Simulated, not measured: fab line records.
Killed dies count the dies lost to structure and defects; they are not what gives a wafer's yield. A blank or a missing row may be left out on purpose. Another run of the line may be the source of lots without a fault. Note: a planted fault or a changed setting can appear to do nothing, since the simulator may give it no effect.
2 desks looking at one fault	flow gf180mcu	every desk sees just its own numbers, and what lay behind them comes last

THE METROLOGY DESK
Lot by lot, what the gauges showed, no matter which tool ran the lot: averages of those sampled wafers that carry a number. If a lot's mean is further than 4 standard deviations from the usual mean, the lot is out of limits and carries the mark OUT (the distance appears in the brackets).
Columns: A = V1_W_THK at GF_V1_THK_MEAS_25, usual 361 nm
lot	first seen here	A
L363	day 18 06:46	358
L364	day 18 10:13	367
L365	day 18 21:37	362
L366	day 19 06:36	365
L367	day 19 16:18	359
L370	day 20 23:59	360
L371	day 21 07:22	360
L375	day 22 21:42	361
L376	day 23 11:30	354
L377	day 23 12:35	360
L379	day 24 13:41	358
L384	day 25 18:29	367
This desk's finding: nothing out of limits on any of the 12 lots.

DESK OF THE TOOL OWNER: litho_track-03
The tool's own readings at GF_NWELL_COAT_02 (resist thk 3000 nm): means of the sampled wafers that have a number, for each lot that ran on this tool. If a lot's mean is further than 4 standard deviations from the usual mean, the lot is out of limits and carries the mark OUT (the distance appears in the brackets).
Columns: A = exhaust_pa at GF_NWELL_COAT_02, usual 44.8 Pa; B = resist_line_temp_C at GF_NWELL_COAT_02, usual 23.01 C
lot	first seen here	A	B
L375	day 5 16:45	45.6	22.98
L377	day 6 05:00	44.3	23.04
This desk's finding: nothing out of limits on any of the 2 lots.

TAKEN TOGETHER
Nothing out of limits was seen by the metrology desk.
The desk of the tool owner found nothing out of limits.

WHAT WAS PUT IN BY THE SIMULATOR
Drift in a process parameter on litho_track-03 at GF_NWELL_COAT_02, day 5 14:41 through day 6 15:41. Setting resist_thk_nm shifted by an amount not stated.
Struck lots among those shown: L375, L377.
